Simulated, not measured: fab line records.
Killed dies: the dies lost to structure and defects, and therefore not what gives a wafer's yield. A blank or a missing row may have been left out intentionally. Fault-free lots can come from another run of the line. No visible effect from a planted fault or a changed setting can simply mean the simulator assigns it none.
fab line records :: flow sky130
record:
  lots: 6
  wafers: 18
  last_day: 50
route steps=708 shown FIELD_ISO@1 PAD_OPEN@708
lots with no fault: from the same line, run without faults
start_h: the number of hours between the record's first day and the start of the first shown wafer of the lot :: wait_h: time in hours since the lot's previous step :: " as in the row above :: L1.1+2: a single row standing in for several wafers :: - no value present, or no start provided :: * or withheld: withheld :: < > ~ a bound
route shown NAME@n: a module of which the file shows steps, and the number in the route of the first :: usual: mean/standard deviation of fault-free wafers :: same: alike in all rows :: chamber/n: place in a boat :: sites: the reading at each site :: _std_site: their standard deviation :: _edge_site: the outer-site mean with the inner-site mean subtracted :: radius_mm: for every site, how far away it sits from the centre of the wafer :: mask NAME#n: copy n :: behind: the tool/chamber that last shaped the wafer :: hold: why the lot was held/for how many hours/how that ended :: device: whichever transistor did not switch (one of n, p or np) :: end of line: the tests these same wafers got at the end of their route :: a step without rows: its recipe alone :: killed: at the first sort, the dies lost to defects and structure; wafer yield is something else :: map: a wafer's dies, x killed, . not, _ none there
set.NAME: the run value of the setting; set.NAME@STEP: its run value at that earlier step :: model.NAME: the simulator's own value behind a step, which no gauge read
lots seen at some steps along the route; tables by step, rows by wafer
== steps ==
step: SKY_FIELD_ISO_BOW_MEAS_00
recipe:
  mode: bow
usual:
  INCOMING_BOW: 0/6.1
lot.wafer: L293.1
tool: film_metro-04
chamber: -
start_h: 25.00
wait_h: -
INCOMING_BOW[um]: -1

lot.wafer: L293.4
tool: film_metro-04
chamber: -
start_h: 25.00
wait_h: -
INCOMING_BOW[um]: 1

lot.wafer: L293.6
tool: film_metro-04
chamber: -
start_h: 25.00
wait_h: -
INCOMING_BOW[um]: 6

lot.wafer: L295.1
tool: film_metro-04
chamber: -
start_h: 35.00
wait_h: -
INCOMING_BOW[um]: 2

lot.wafer: L295.2
tool: film_metro-04
chamber: -
start_h: 35.00
wait_h: -
INCOMING_BOW[um]: -5

lot.wafer: L295.3
tool: film_metro-04
chamber: -
start_h: 35.00
wait_h: -
INCOMING_BOW[um]: -15

lot.wafer: L296.1
tool: film_metro-04
chamber: -
start_h: 40.00
wait_h: -
INCOMING_BOW[um]: 3

lot.wafer: L296.2
tool: film_metro-04
chamber: -
start_h: 40.00
wait_h: -
INCOMING_BOW[um]: 0

lot.wafer: L296.6
tool: film_metro-04
chamber: -
start_h: 40.00
wait_h: -
INCOMING_BOW[um]: -4

lot.wafer: L310.1
tool: film_metro-02
chamber: -
start_h: 110.00
wait_h: -
INCOMING_BOW[um]: 3

lot.wafer: L310.4
tool: film_metro-02
chamber: -
start_h: 110.00
wait_h: -
INCOMING_BOW[um]: 1

lot.wafer: L310.5
tool: film_metro-02
chamber: -
start_h: 110.00
wait_h: -
INCOMING_BOW[um]: 6

lot.wafer: L311.2
tool: film_metro-02
chamber: -
start_h: 115.02
wait_h: -
INCOMING_BOW[um]: 10

lot.wafer: L311.3
tool: film_metro-02
chamber: -
start_h: 115.02
wait_h: -
INCOMING_BOW[um]: -4

lot.wafer: L311.5
tool: film_metro-02
chamber: -
start_h: 115.02
wait_h: -
INCOMING_BOW[um]: -1

lot.wafer: L312.1
tool: film_metro-02
chamber: -
start_h: 120.00
wait_h: -
INCOMING_BOW[um]: -1

lot.wafer: L312.3
tool: film_metro-02
chamber: -
start_h: 120.00
wait_h: -
INCOMING_BOW[um]: 5

lot.wafer: L312.5
tool: film_metro-02
chamber: -
start_h: 120.00
wait_h: -
INCOMING_BOW[um]: -5
step: SKY_FIELD_ISO_OXIDATION_01
recipe:
  temp_c: 900
  ambient: O2
  stabilise_s: 600
  purge_s: 300
  target_thk_a: 120
  ox_time_s: 1843
step: SKY_FIELD_ISO_THK_MEAS_02
recipe:
  reads: SiO2_of_FIELD_ISO_OXIDATION_01
usual:
  FIELD_ISO_OXIDATION_00_THK: 12.02/0.24
lot.wafer: L293.1
tool: film_metro-01
chamber: -
start_h: 27.92
wait_h: 0.0
FIELD_ISO_OXIDATION_00_THK[nm]: 11.53

lot.wafer: L293.4
tool: film_metro-01
chamber: -
start_h: 27.92
wait_h: 0.0
FIELD_ISO_OXIDATION_00_THK[nm]: 11.71

lot.wafer: L293.6
tool: film_metro-01
chamber: -
start_h: 27.92
wait_h: 0.0
FIELD_ISO_OXIDATION_00_THK[nm]: 11.40

lot.wafer: L295.1
tool: film_metro-04
chamber: -
start_h: 43.41
wait_h: 0.0
FIELD_ISO_OXIDATION_00_THK[nm]: 11.96

lot.wafer: L295.2
tool: film_metro-04
chamber: -
start_h: 43.41
wait_h: 0.0
FIELD_ISO_OXIDATION_00_THK[nm]: 12.07

lot.wafer: L295.3
tool: film_metro-04
chamber: -
start_h: 43.41
wait_h: 0.0
FIELD_ISO_OXIDATION_00_THK[nm]: 12.02

lot.wafer: L296.1
tool: film_metro-04
chamber: -
start_h: 43.47
wait_h: 0.1
FIELD_ISO_OXIDATION_00_THK[nm]: 12.17

lot.wafer: L296.2
tool: film_metro-04
chamber: -
start_h: 43.47
wait_h: 0.1
FIELD_ISO_OXIDATION_00_THK[nm]: 12.20

lot.wafer: L296.6
tool: film_metro-04
chamber: -
start_h: 43.47
wait_h: 0.1
FIELD_ISO_OXIDATION_00_THK[nm]: 12.06

lot.wafer: L310.1
tool: film_metro-02
chamber: -
start_h: 112.26
wait_h: 0.0
FIELD_ISO_OXIDATION_00_THK[nm]: 12.32

lot.wafer: L310.4
tool: film_metro-02
chamber: -
start_h: 112.26
wait_h: 0.0
FIELD_ISO_OXIDATION_00_THK[nm]: 12.53

lot.wafer: L310.5
tool: film_metro-02
chamber: -
start_h: 112.26
wait_h: 0.0
FIELD_ISO_OXIDATION_00_THK[nm]: 12.29

lot.wafer: L311.2
tool: film_metro-04
chamber: -
start_h: 116.64
wait_h: 0.0
FIELD_ISO_OXIDATION_00_THK[nm]: 11.93

lot.wafer: L311.3
tool: film_metro-04
chamber: -
start_h: 116.64
wait_h: 0.0
FIELD_ISO_OXIDATION_00_THK[nm]: 12.04

lot.wafer: L311.5
tool: film_metro-04
chamber: -
start_h: 116.64
wait_h: 0.0
FIELD_ISO_OXIDATION_00_THK[nm]: 11.96

lot.wafer: L312.1
tool: film_metro-04
chamber: -
start_h: 122.38
wait_h: 0.0
FIELD_ISO_OXIDATION_00_THK[nm]: 12.01

lot.wafer: L312.3
tool: film_metro-04
chamber: -
start_h: 122.38
wait_h: 0.0
FIELD_ISO_OXIDATION_00_THK[nm]: 12.12

lot.wafer: L312.5
tool: film_metro-04
chamber: -
start_h: 122.38
wait_h: 0.0
FIELD_ISO_OXIDATION_00_THK[nm]: 11.98
step: SKY_FIELD_ISO_CVD_03
recipe:
  material: Si3N4
  precursor: DCS/NH3
  target_thk_nm: 165
  temp_c: 770
  time_s: 2830
  pressure_mtorr: 250
step: SKY_FIELD_ISO_THK_MEAS_04
recipe:
  reads: Si3N4_of_FIELD_ISO_CVD_03
usual:
  FIELD_ISO_CVD_03_THK: 165.4/1.5
lot.wafer: L293.1
tool: film_metro-04
chamber: -
start_h: 30.83
wait_h: 0.0
FIELD_ISO_CVD_03_THK[nm]: 166.7

lot.wafer: L293.4
tool: film_metro-04
chamber: -
start_h: 30.83
wait_h: 0.0
FIELD_ISO_CVD_03_THK[nm]: 167.0

lot.wafer: L293.6
tool: film_metro-04
chamber: -
start_h: 30.83
wait_h: 0.0
FIELD_ISO_CVD_03_THK[nm]: 165.2

lot.wafer: L295.1
tool: film_metro-01
chamber: -
start_h: 45.26
wait_h: 0.0
FIELD_ISO_CVD_03_THK[nm]: 165.0

lot.wafer: L295.2
tool: film_metro-01
chamber: -
start_h: 45.26
wait_h: 0.0
FIELD_ISO_CVD_03_THK[nm]: 165.0

lot.wafer: L295.3
tool: film_metro-01
chamber: -
start_h: 45.26
wait_h: 0.0
FIELD_ISO_CVD_03_THK[nm]: 165.0

lot.wafer: L296.1
tool: film_metro-04
chamber: -
start_h: 47.10
wait_h: 0.1
FIELD_ISO_CVD_03_THK[nm]: 165.6

lot.wafer: L296.2
tool: film_metro-04
chamber: -
start_h: 47.10
wait_h: 0.1
FIELD_ISO_CVD_03_THK[nm]: 164.0

lot.wafer: L296.6
tool: film_metro-04
chamber: -
start_h: 47.10
wait_h: 0.1
FIELD_ISO_CVD_03_THK[nm]: 165.4

lot.wafer: L310.1
tool: film_metro-02
chamber: -
start_h: 114.54
wait_h: 0.0
FIELD_ISO_CVD_03_THK[nm]: 166.9

lot.wafer: L310.4
tool: film_metro-02
chamber: -
start_h: 114.54
wait_h: 0.0
FIELD_ISO_CVD_03_THK[nm]: 167.3

lot.wafer: L310.5
tool: film_metro-02
chamber: -
start_h: 114.54
wait_h: 0.0
FIELD_ISO_CVD_03_THK[nm]: 167.0

lot.wafer: L311.2
tool: film_metro-04
chamber: -
start_h: 119.46
wait_h: 0.0
FIELD_ISO_CVD_03_THK[nm]: 162.3

lot.wafer: L311.3
tool: film_metro-04
chamber: -
start_h: 119.46
wait_h: 0.0
FIELD_ISO_CVD_03_THK[nm]: 161.7

lot.wafer: L311.5
tool: film_metro-04
chamber: -
start_h: 119.46
wait_h: 0.0
FIELD_ISO_CVD_03_THK[nm]: 164.1

lot.wafer: L312.1
tool: film_metro-01
chamber: -
start_h: 124.23
wait_h: 0.0
FIELD_ISO_CVD_03_THK[nm]: 163.6

lot.wafer: L312.3
tool: film_metro-01
chamber: -
start_h: 124.23
wait_h: 0.0
FIELD_ISO_CVD_03_THK[nm]: 163.5

lot.wafer: L312.5
tool: film_metro-01
chamber: -
start_h: 124.23
wait_h: 0.0
FIELD_ISO_CVD_03_THK[nm]: 163.7
step: SKY_FIELD_ISO_DEHYDRATE_05
recipe:
  temp_c: 200
  time_s: 60
step: SKY_FIELD_ISO_HMDS_06
recipe:
  prime_time_s: 60
  prime_temp_c: 120
step: SKY_FIELD_ISO_COAT_07
recipe:
  resist: BARC
  temp_c: withheld
  time_s: withheld
  spin_rpm: 3000
  resist_thk_nm: 60
step: SKY_FIELD_ISO_COAT_08
recipe:
  resist: KrF-thick
  spin_rpm: 3000
  resist_thk_nm: 450
step: SKY_FIELD_ISO_SOFTBAKE_09
recipe:
  temp_c: 100
  time_s: 90
  resist: KrF-thick
step: SKY_FIELD_ISO_EXPOSE_10
recipe:
  mask_id: FOM
  na: 0.68
  source_shape: annular
  sigma_inner: 0.4
  sigma_outer: 0.8
  target_cd_nm: 150
  dose_mj: 28
step: SKY_FIELD_ISO_PEB_11
recipe:
  peb_temp_c: withheld
  peb_time_s: withheld
  resist: KrF-thick
step: SKY_FIELD_ISO_DEVELOP_12
recipe:
  develop_time_s: 60
  resist: KrF-thick
  dev_temp_c: 21
usual:
  chill_plate_temp_C: 23.00/0.1
  developer_temp_C: 20.98/0.12
lot.wafer: L293.1
tool: litho_track-02
chamber: 0
start_h: 45
wait_h: -
chill_plate_temp_C: 22.97
developer_temp_C: 21.03

lot.wafer: L293.4
tool: litho_track-02
chamber: 0
start_h: 45
wait_h: -
chill_plate_temp_C: 23.04
developer_temp_C: 21.03

lot.wafer: L293.6
tool: litho_track-02
chamber: 0
start_h: 45
wait_h: -
chill_plate_temp_C: 23.02
developer_temp_C: 21.13

lot.wafer: L295.1
tool: litho_track-02
chamber: 0
start_h: 60
wait_h: -
chill_plate_temp_C: 23.07
developer_temp_C: 21.21

lot.wafer: L295.2
tool: litho_track-02
chamber: 0
start_h: 60
wait_h: -
chill_plate_temp_C: 23.20
developer_temp_C: 21.07

lot.wafer: L295.3
tool: litho_track-02
chamber: 0
start_h: 60
wait_h: -
chill_plate_temp_C: 23.33
developer_temp_C: 21.09

lot.wafer: L296.1
tool: litho_track-01
chamber: 0
start_h: 61
wait_h: -
chill_plate_temp_C: 22.85
developer_temp_C: 20.96

lot.wafer: L296.2
tool: litho_track-01
chamber: 0
start_h: 61
wait_h: -
chill_plate_temp_C: 22.98
developer_temp_C: 20.90

lot.wafer: L296.6
tool: litho_track-01
chamber: 0
start_h: 61
wait_h: -
chill_plate_temp_C: 23.03
developer_temp_C: 20.91

lot.wafer: L310.1
tool: litho_track-01
chamber: 0
start_h: 133
wait_h: -
chill_plate_temp_C: 22.95
developer_temp_C: 20.44

lot.wafer: L310.4
tool: litho_track-01
chamber: 0
start_h: 133
wait_h: -
chill_plate_temp_C: 23.02
developer_temp_C: 20.23

lot.wafer: L310.5
tool: litho_track-01
chamber: 0
start_h: 133
wait_h: -
chill_plate_temp_C: 22.89
developer_temp_C: 20.22

lot.wafer: L311.2
tool: litho_track-01
chamber: 0
start_h: 138
wait_h: -
chill_plate_temp_C: 23.03
developer_temp_C: 20.19

lot.wafer: L311.3
tool: litho_track-01
chamber: 0
start_h: 138
wait_h: -
chill_plate_temp_C: 22.89
developer_temp_C: 20.17

lot.wafer: L311.5
tool: litho_track-01
chamber: 0
start_h: 138
wait_h: -
chill_plate_temp_C: 22.86
developer_temp_C: 20.10

lot.wafer: L312.1
tool: litho_track-02
chamber: 0
start_h: 143
wait_h: -
chill_plate_temp_C: 23.05
developer_temp_C: 20.99

lot.wafer: L312.3
tool: litho_track-02
chamber: 0
start_h: 143
wait_h: -
chill_plate_temp_C: 23.07
developer_temp_C: 20.94

lot.wafer: L312.5
tool: litho_track-02
chamber: 0
start_h: 143
wait_h: -
chill_plate_temp_C: 23.07
developer_temp_C: 20.97
step: SKY_FIELD_ISO_CD_MEAS_13
recipe:
  target_cd_nm: 150
usual:
  cd_nm: 150.2/1.4
lot.wafer: L293.1
tool: cd_sem-01
chamber: -
start_h: 45.56
wait_h: -
cd_nm: 149.1

lot.wafer: L293.4
tool: cd_sem-01
chamber: -
start_h: 45.56
wait_h: -
cd_nm: 149.2

lot.wafer: L293.6
tool: cd_sem-01
chamber: -
start_h: 45.56
wait_h: -
cd_nm: 151.3

lot.wafer: L295.1
tool: cd_sem-01
chamber: -
start_h: 60.41
wait_h: -
cd_nm: 151.2

lot.wafer: L295.2
tool: cd_sem-01
chamber: -
start_h: 60.41
wait_h: -
cd_nm: 149.6

lot.wafer: L295.3
tool: cd_sem-01
chamber: -
start_h: 60.41
wait_h: -
cd_nm: 150.6

lot.wafer: L296.1
tool: cd_sem-01
chamber: -
start_h: 61.54
wait_h: -
cd_nm: 151.3

lot.wafer: L296.2
tool: cd_sem-01
chamber: -
start_h: 61.54
wait_h: -
cd_nm: 151.3

lot.wafer: L296.6
tool: cd_sem-01
chamber: -
start_h: 61.54
wait_h: -
cd_nm: 151.7

lot.wafer: L310.1
tool: cd_sem-01
chamber: -
start_h: 133.44
wait_h: -
cd_nm: 149.4

lot.wafer: L310.4
tool: cd_sem-01
chamber: -
start_h: 133.44
wait_h: -
cd_nm: 151.1

lot.wafer: L310.5
tool: cd_sem-01
chamber: -
start_h: 133.44
wait_h: -
cd_nm: 149.7

lot.wafer: L311.2
tool: cd_sem-01
chamber: -
start_h: 138.36
wait_h: -
cd_nm: 150.5

lot.wafer: L311.3
tool: cd_sem-01
chamber: -
start_h: 138.36
wait_h: -
cd_nm: 149.8

lot.wafer: L311.5
tool: cd_sem-01
chamber: -
start_h: 138.36
wait_h: -
cd_nm: 151.1

lot.wafer: L312.1
tool: cd_sem-01
chamber: -
start_h: 143.30
wait_h: -
cd_nm: 153.0

lot.wafer: L312.3
tool: cd_sem-01
chamber: -
start_h: 143.30
wait_h: -
cd_nm: 153.1

lot.wafer: L312.5
tool: cd_sem-01
chamber: -
start_h: 143.30
wait_h: -
cd_nm: 152.8
step: SKY_PAD_OPEN_PROBE_99
usual:
  killed_at_M0_to_M3: 44/7.1
  killed_at_M4_up: 3.0/1.9
  killed_at_contacts: 25/5.6
  killed_at_front_end: 14/4.1
  killed_at_other: 0.2/0.44
  killed_dies: 86/9.1
  killed_open: 47/7.4
  killed_short: 39/5.7
same:
  gross_dies: 492
  killed_at_back_side: 0
lot.wafer: L293.1
tool: prober-01
chamber: -
start_h: 1102.34
wait_h: 0.1
killed_at_M0_to_M3: 36
killed_at_M4_up: 1
killed_at_contacts: 23
killed_at_front_end: 15
killed_at_other: 0
killed_dies: 75
killed_open: 43
killed_short: 32

lot.wafer: L293.4
tool: prober-01
chamber: -
start_h: 1102.49
wait_h: 0.2
killed_at_M0_to_M3: 45
killed_at_M4_up: 0
killed_at_contacts: 21
killed_at_front_end: 15
killed_at_other: 1
killed_dies: 82
killed_open: 42
killed_short: 40

lot.wafer: L293.6
tool: prober-01
chamber: -
start_h: 1102.59
wait_h: 0.2
killed_at_M0_to_M3: 63
killed_at_M4_up: 5
killed_at_contacts: 26
killed_at_front_end: 7
killed_at_other: 1
killed_dies: 102
killed_open: 61
killed_short: 41

lot.wafer: L295.1
tool: prober-02
chamber: -
start_h: 1103.59
wait_h: 0.1
killed_at_M0_to_M3: 46
killed_at_M4_up: 2
killed_at_contacts: 22
killed_at_front_end: 9
killed_at_other: 1
killed_dies: 80
killed_open: 43
killed_short: 37

lot.wafer: L295.2
tool: prober-02
chamber: -
start_h: 1103.64
wait_h: 0.1
killed_at_M0_to_M3: 35
killed_at_M4_up: 7
killed_at_contacts: 20
killed_at_front_end: 12
killed_at_other: 0
killed_dies: 74
killed_open: 38
killed_short: 36

lot.wafer: L295.3
tool: prober-02
chamber: -
start_h: 1103.69
wait_h: 0.2
killed_at_M0_to_M3: 40
killed_at_M4_up: 5
killed_at_contacts: 26
killed_at_front_end: 14
killed_at_other: 0
killed_dies: 85
killed_open: 49
killed_short: 36

lot.wafer: L296.1
tool: prober-01
chamber: -
start_h: 1108.95
wait_h: 0.1
killed_at_M0_to_M3: 41
killed_at_M4_up: 0
killed_at_contacts: 27
killed_at_front_end: 14
killed_at_other: 0
killed_dies: 82
killed_open: 47
killed_short: 35

lot.wafer: L296.2
tool: prober-01
chamber: -
start_h: 1109.00
wait_h: 0.1
killed_at_M0_to_M3: 58
killed_at_M4_up: 4
killed_at_contacts: 27
killed_at_front_end: 12
killed_at_other: 0
killed_dies: 101
killed_open: 58
killed_short: 43

lot.wafer: L296.6
tool: prober-01
chamber: -
start_h: 1109.20
wait_h: 0.2
killed_at_M0_to_M3: 45
killed_at_M4_up: 0
killed_at_contacts: 18
killed_at_front_end: 20
killed_at_other: 0
killed_dies: 83
killed_open: 49
killed_short: 34

lot.wafer: L310.1
tool: prober-01
chamber: -
start_h: 1184.05
wait_h: 0.1
killed_at_M0_to_M3: 48
killed_at_M4_up: 5
killed_at_contacts: 24
killed_at_front_end: 12
killed_at_other: 0
killed_dies: 89
killed_open: 46
killed_short: 43

lot.wafer: L310.4
tool: prober-01
chamber: -
start_h: 1184.20
wait_h: 0.2
killed_at_M0_to_M3: 47
killed_at_M4_up: 4
killed_at_contacts: 29
killed_at_front_end: 14
killed_at_other: 0
killed_dies: 94
killed_open: 63
killed_short: 31

lot.wafer: L310.5
tool: prober-01
chamber: -
start_h: 1184.25
wait_h: 0.2
killed_at_M0_to_M3: 39
killed_at_M4_up: 0
killed_at_contacts: 31
killed_at_front_end: 9
killed_at_other: 0
killed_dies: 79
killed_open: 47
killed_short: 32

lot.wafer: L312.1
tool: prober-02
chamber: -
start_h: 1204.32
wait_h: 0.1
killed_at_M0_to_M3: 48
killed_at_M4_up: 3
killed_at_contacts: 21
killed_at_front_end: 13
killed_at_other: 0
killed_dies: 85
killed_open: 44
killed_short: 41

lot.wafer: L312.3
tool: prober-02
chamber: -
start_h: 1204.42
wait_h: 0.2
killed_at_M0_to_M3: 50
killed_at_M4_up: 2
killed_at_contacts: 28
killed_at_front_end: 20
killed_at_other: 0
killed_dies: 100
killed_open: 57
killed_short: 43

lot.wafer: L312.5
tool: prober-02
chamber: -
start_h: 1204.52
wait_h: 0.2
killed_at_M0_to_M3: 46
killed_at_M4_up: 3
killed_at_contacts: 27
killed_at_front_end: 16
killed_at_other: 0
killed_dies: 92
killed_open: 57
killed_short: 35

lot.wafer: L311.2
tool: prober-01
chamber: -
start_h: 1206.11
wait_h: 0.1
killed_at_M0_to_M3: 53
killed_at_M4_up: 3
killed_at_contacts: 16
killed_at_front_end: 17
killed_at_other: 0
killed_dies: 89
killed_open: 42
killed_short: 47

lot.wafer: L311.3
tool: prober-01
chamber: -
start_h: 1206.16
wait_h: 0.2
killed_at_M0_to_M3: 42
killed_at_M4_up: 2
killed_at_contacts: 23
killed_at_front_end: 13
killed_at_other: 0
killed_dies: 80
killed_open: 45
killed_short: 35

lot.wafer: L311.5
tool: prober-01
chamber: -
start_h: 1206.26
wait_h: 0.2
killed_at_M0_to_M3: 41
killed_at_M4_up: 0
killed_at_contacts: 19
killed_at_front_end: 12
killed_at_other: 0
killed_dies: 72
killed_open: 39
killed_short: 33
killed by level:class
L293.1 VIA1:geometric_particle:open=8 VIA3:geometric_particle:open=8 CONTACT:geometric_particle:open=7 LOCAL_INTERCONNECT:geometric_particle:short=6 VIA2:geometric_particle:open=6 FIELD_ISO:geometric_particle:short=5 LI_CONTACT:geometric_particle:open=5 FIELD_ISO:geometric_particle:open=4
L293.4 VIA1:geometric_particle:open=10 LI_CONTACT:geometric_particle:open=8 VIA3:geometric_particle:open=7 METAL1:geometric_particle:short=6 VIA2:geometric_particle:short=6 POLY_GATE:geometric_particle:short=5 METAL2:geometric_particle:short=5 FIELD_ISO:geometric_particle:open=4
L293.6 VIA1:geometric_particle:open=17 CONTACT:geometric_particle:open=11 LI_CONTACT:geometric_particle:open=9 VIA3:geometric_particle:open=8 VIA1:geometric_particle:short=8 METAL2:geometric_particle:short=6 VIA2:geometric_particle:open=6 METAL1:geometric_particle:short=5
L295.1 VIA1:geometric_particle:open=9 VIA2:geometric_particle:open=8 LI_CONTACT:geometric_particle:open=7 CONTACT:geometric_particle:open=5 METAL2:geometric_particle:short=5 LOCAL_INTERCONNECT:geometric_particle:short=4 METAL3:geometric_particle:short=4 METAL1:geometric_particle:short=4
L295.2 CONTACT:geometric_particle:open=9 VIA1:geometric_particle:open=8 METAL1:geometric_particle:short=7 METAL4:geometric_particle:short=6 VIA2:geometric_particle:open=5 VIA3:geometric_particle:open=5 POLY_GATE:geometric_particle:open=4 LI_CONTACT:geometric_particle:open=4
L295.3 VIA1:geometric_particle:open=13 LI_CONTACT:geometric_particle:open=9 CONTACT:geometric_particle:open=8 VIA3:geometric_particle:short=6 VIA3:geometric_particle:open=5 FIELD_ISO:geometric_particle:short=4 POLY_GATE:geometric_particle:open=4 LI_CONTACT:geometric_particle:short=4
L296.1 CONTACT:geometric_particle:open=12 VIA3:geometric_particle:open=11 VIA1:geometric_particle:open=9 VIA1:geometric_particle:short=5 LI_CONTACT:geometric_particle:open=4 LOCAL_INTERCONNECT:geometric_particle:short=4 METAL2:geometric_particle:short=4 POLY_GATE:geometric_particle:open=3
L296.2 LI_CONTACT:geometric_particle:open=11 VIA1:geometric_particle:open=11 METAL2:geometric_particle:short=9 CONTACT:geometric_particle:open=8 VIA2:geometric_particle:open=8 VIA3:geometric_particle:short=6 METAL1:geometric_particle:short=6 VIA3:geometric_particle:open=5
L296.6 VIA1:geometric_particle:open=14 LI_CONTACT:geometric_particle:open=9 FIELD_ISO:geometric_particle:short=6 VIA3:geometric_particle:open=6 VIA2:geometric_particle:open=5 FIELD_ISO:geometric_particle:open=4 VIA1:geometric_particle:short=4 METAL1:geometric_particle:short=4
L310.1 VIA1:geometric_particle:open=10 CONTACT:geometric_particle:open=9 CONTACT:geometric_particle:short=7 VIA1:geometric_particle:short=7 VIA2:geometric_particle:open=7 METAL1:geometric_particle:short=6 VIA3:geometric_particle:open=6 FIELD_ISO:geometric_particle:open=5
L310.4 VIA1:geometric_particle:open=13 CONTACT:geometric_particle:open=12 LI_CONTACT:geometric_particle:open=9 VIA2:geometric_particle:open=7 POLY_GATE:geometric_particle:open=5 VIA3:geometric_particle:open=5 VIA1:geometric_particle:short=5 METAL2:geometric_particle:short=5
L310.5 VIA1:geometric_particle:open=11 CONTACT:geometric_particle:open=10 CONTACT:geometric_particle:short=9 LI_CONTACT:geometric_particle:open=7 VIA3:geometric_particle:open=6 VIA2:geometric_particle:open=5 FIELD_ISO:geometric_particle:short=4 VIA1:geometric_particle:short=4
L312.1 VIA1:geometric_particle:open=9 LI_CONTACT:geometric_particle:open=6 CONTACT:geometric_particle:open=6 METAL1:geometric_particle:short=6 LOCAL_INTERCONNECT:geometric_particle:short=5 VIA2:geometric_particle:short=5 VIA3:geometric_particle:open=5 POLY_GATE:geometric_particle:open=4
L312.3 VIA1:geometric_particle:open=11 CONTACT:geometric_particle:open=11 VIA2:geometric_particle:open=8 FIELD_ISO:geometric_particle:short=6 VIA3:geometric_particle:open=6 LI_CONTACT:geometric_particle:open=6 VIA3:geometric_particle:short=6 METAL2:geometric_particle:short=5
L312.5 LI_CONTACT:geometric_particle:open=12 CONTACT:geometric_particle:open=11 VIA1:geometric_particle:open=8 METAL1:geometric_particle:short=7 VIA3:geometric_particle:open=7 VIA2:geometric_particle:open=7 FIELD_ISO:geometric_particle:open=5 VIA2:geometric_particle:short=4
L311.2 METAL2:geometric_particle:short=12 METAL1:geometric_particle:short=11 VIA1:geometric_particle:open=9 VIA3:geometric_particle:open=8 POLY_GATE:geometric_particle:short=5 CONTACT:geometric_particle:short=5 VIA2:geometric_particle:open=5 FIELD_ISO:geometric_particle:open=4
L311.3 CONTACT:geometric_particle:open=10 VIA1:geometric_particle:open=8 CONTACT:geometric_particle:short=7 VIA1:geometric_particle:short=7 LI_CONTACT:geometric_particle:open=6 METAL2:geometric_particle:short=4 VIA2:geometric_particle:open=4 VIA3:geometric_particle:open=4
L311.5 CONTACT:geometric_particle:open=8 VIA1:geometric_particle:open=6 VIA3:geometric_particle:open=6 METAL1:geometric_particle:short=5 VIA1:geometric_particle:short=5 METAL2:geometric_particle:short=5 VIA2:geometric_particle:open=5 LI_CONTACT:geometric_particle:open=4
== key ==
first_sign:
  step: SKY_FIELD_ISO_DEVELOP_12
  reading: developer_temp_C
  direction: down
  sigmas: 6.5
  usual: *
  struck: *
effect none on later readings
met_at SKY_FIELD_ISO_DEVELOP_12
struck_wafers L310.1,L310.4,L310.5,L311.2,L311.3,L311.5
tester_left_out L310,L311
onset_between 61 133
fault:
  kind: process_parameter_drift
  tool: litho_track-01
  chamber: -
  onset_h: 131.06
  steps: SKY_FIELD_ISO_DEVELOP_12
  channel: dev_temp_c
  offset: *
  shape: step
  end_h: 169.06
  acts_in: *
  stated: *
tester_left_out: of these lots the tester's yield and bins aren't shown, on N5 and GAA mostly nor the transistor test; their killed dies are dies lost to structure and defects alone, not to doping, threshold or leakage, so they don't give the yield
